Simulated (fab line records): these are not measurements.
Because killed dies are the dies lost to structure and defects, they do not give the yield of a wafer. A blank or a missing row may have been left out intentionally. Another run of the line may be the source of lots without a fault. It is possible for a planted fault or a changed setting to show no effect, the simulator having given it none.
2 desks, one fault / flow sky130 / only its own numbers are on each desk; what lay behind them is given at the end

== AT THE METROLOGY DESK ==
What the gauges read for every lot (on any tool): the sampled wafers with a number, averaged. If a lot's mean is further than 4 standard deviations from the usual mean, the lot is out of limits and carries the mark OUT (the distance appears in the brackets).
Columns: A = cd nm at SKY_CONTACT_CD_MEAS_14, usual 169.5 nm; B = CONTACT_OVL at SKY_CONTACT_OVL_MEAS_15, usual -3 nm
lot=L382; first seen here=day 33 16:11; A=168.9; B=-4
lot=L383; first seen here=day 33 23:19; A=169.8; B=-1
lot=L385; first seen here=day 34 14:30; A=173.2; B=4
lot=L389; first seen here=day 36 08:02; A=168.1; B=-5
lot=L396; first seen here=day 37 18:48; A=167.7; B=6
lot=L397; first seen here=day 38 00:11; A=169.3; B=-8
lot=L399; first seen here=day 38 14:42; A=169.6; B=-5
This desk's finding: nothing out of limits on any of the 7 lots.

== AT THE TOOL OWNER'S DESK: pvd sputter-03 ==
At SKY_CONTACT_SPUTTER_23 (material TiN, target thk 20 nm, time 80 s) the tool's own readings: per lot run on this tool, the mean of the sampled wafers that have a number. If a lot's mean is further than 4 standard deviations from the usual mean, the lot is out of limits and carries the mark OUT (the distance appears in the brackets).
Columns: A = throttle valve pct at SKY_CONTACT_SPUTTER_23, usual 30.4 %
lot=L383; first seen here=day 34 00:11; A=29.7
lot=L396; first seen here=day 37 19:46; A=31.2
lot=L397; first seen here=day 38 01:04; A=30.6
lot=L399; first seen here=day 38 15:34; A=30.9
This desk's finding: nothing out of limits on any of the 4 lots.

== BROUGHT TOGETHER ==
Nothing out of limits was seen by the metrology desk.
Nothing out of limits was seen by the tool owner's desk.

== WHAT HAD BEEN PUT IN BY THE SIMULATOR ==
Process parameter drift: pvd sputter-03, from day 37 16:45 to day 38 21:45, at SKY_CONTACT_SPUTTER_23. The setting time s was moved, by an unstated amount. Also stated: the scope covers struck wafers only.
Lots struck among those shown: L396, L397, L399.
